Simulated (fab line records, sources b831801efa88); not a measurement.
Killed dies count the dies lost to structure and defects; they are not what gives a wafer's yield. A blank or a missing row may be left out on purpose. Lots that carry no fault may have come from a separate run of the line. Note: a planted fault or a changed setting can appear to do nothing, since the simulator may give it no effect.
Struck lot and sound lot, side by side | flow sky130 | 15 out of 708 route steps
Sound: wafers L220.1, L220.3, L220.6. Wafers struck: L211.3, L211.4, L211.6. The cause is given at the end.
Per side, at each step with rows, come the tool, then ch with its chambers, and then its first start. Under that, the readings that differ: sound wafers | struck wafers | difference of the means | sigmas: that difference in standard deviations of wafers without a fault.
alike: words and numbers the same on both sides, and readings whose means are apart by under 2 such deviations; not compared: readings that were withheld, readings missing a value for some wafer, numbers with overlapping values and no deviation given by the record, and bounds like >300 which may hide the same value.
Wherever a step has rows on one side only, a row that says differs or no value, or a row with sigmas, the two part there. Numbers that don't overlap but have no deviation are shown without sigmas and don't part them. A reading that every wafer of one side lacks parts them only if that side has two wafers or more.

SKY_CONTACT_STRIP_19: strips in O2/N2.
  sound on plasma_asher-02 ch 0,1, day 37 15:55; struck on plasma_asher-02 ch 0,1, day 34 18:31
  alike: drypump_motor_current_A, oes_product_au, strip_time_to_endpoint_s
  not compared: rf_hours_counter_h
then, 4 steps without rows for these wafers: SKY_CONTACT_STRIP_20 (strips in post etch residue remover, time 1200 s); SKY_CONTACT_CLEAN_21 (cleans in IPA, time 180 s); SKY_CONTACT_CLEAN_22 (cleans in O3/DIW); SKY_CONTACT_SPUTTER_23 (material TiN, target thk 20 nm, time 80 s).
SKY_CONTACT_CVD_24: deposits W, target thk 340 nm, time 102.12 s.
  sound on cvd_w-02 ch 0,1, day 37 16:39; struck on cvd_w-01 ch 0,1, day 34 19:11
  alike: heater_power_outer_w, heater_power_w
SKY_CONTACT_RS_MEAS_25: a four-point-probe measurement.
  struck on film_metro-04, day 34 19:17; sound on film_metro-04, day 37 16:46
  alike: CONTACT_W_RS
SKY_CONTACT_THK_MEAS_26: measures by xrf.
  struck on film_metro-04, day 34 19:23; sound on film_metro-04, day 37 16:53
  alike: CONTACT_W_THK
SKY_CONTACT_CMP_27: polishes, stops on SiO2, t overpolish 15 s, target thk 0 nm.
  sound on cmp-01 ch 0,1,2, day 37 17:02; struck on cmp-01 ch 0,1,3, day 34 19:26
  alike: head_pressure_psi, motor_current_A, overpolish_run_s, time_to_endpoint_s
then, 2 steps without rows for these wafers: SKY_METAL1_SPUTTER_00 (material Ti, target thk 15 nm, time 10 s); SKY_METAL1_SPUTTER_01 (material TiN, target thk 20 nm, time 16.7 s).
SKY_METAL1_SPUTTER_02: material AlCu, target thk 250 nm, time 13.3 s.
  struck on pvd_sputter-03, day 34 19:47; sound on pvd_sputter-02, day 37 17:17
  alike: cathode_dc_power_W, chamber_pressure_pa, throttle_valve_pct
SKY_METAL1_SPUTTER_03: material Ti, target thk 5 nm, time 3.3 s.
  struck on pvd_sputter-03, day 34 19:48; sound on pvd_sputter-02, day 37 17:19
  no value came back on the struck wafers for cathode_dc_power_W (W), chamber_pressure_pa (Pa), throttle_valve_pct (%), time_s (s); on the sound wafers cathode_dc_power_W (W) reads 3000.7 3000.2 3001.2
SKY_METAL1_SPUTTER_04: material TiN, target thk 70 nm, time 58.3 s.
  struck on pvd_sputter-03, day 34 19:49; sound on pvd_sputter-02, day 37 17:20
  alike: cathode_dc_power_W, chamber_pressure_pa, throttle_valve_pct
-- the record jumps here: 13 days lie between the struck wafers' starts before and after (it left off in module METAL1 and takes up again in module PAD_OPEN, whose first step shown is number 708 of the route) --
SKY_PAD_OPEN_PROBE_99:
  struck on prober-02, day 48 05:22; sound on prober-01, day 50 11:16
  reading                       | sound         | struck               | difference | sigmas
  model.etest.via1_chain.rc_ohm | 15.91 16.14   | 19.23 19 20.25       | +3.47      |
  model.etest.met1.line_ohm_um  | 0.9032 0.9108 | 0.8653 0.8667 0.8596 | -0.0431    |
  model.etest.met1.rs_ohm_sq    | 0.1275 0.1277 | 0.1198 0.1213 0.1197 | -0.0073    |
  alike: defect_limited_yield, killed_at_M0_to_M3, killed_at_M4_up, killed_at_contacts, killed_at_front_end, killed_at_other, killed_dies, killed_open, killed_short, sort_bin_3_pad_short, sort_bin_5_function, sort_bin_6_memory, sort_n_pass, sort_yield_pct

## WHERE THEY PART
Only at SKY_METAL1_SPUTTER_03, within this record. Later steps at which nothing parts them and some readings are alike: SKY_METAL1_SPUTTER_04, SKY_PAD_OPEN_PROBE_99.

WHY: the cause the simulator had injected
Beginning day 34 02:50, the whole step at SKY_METAL1_SPUTTER_03 was skipped on pvd_sputter-03. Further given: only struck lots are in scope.
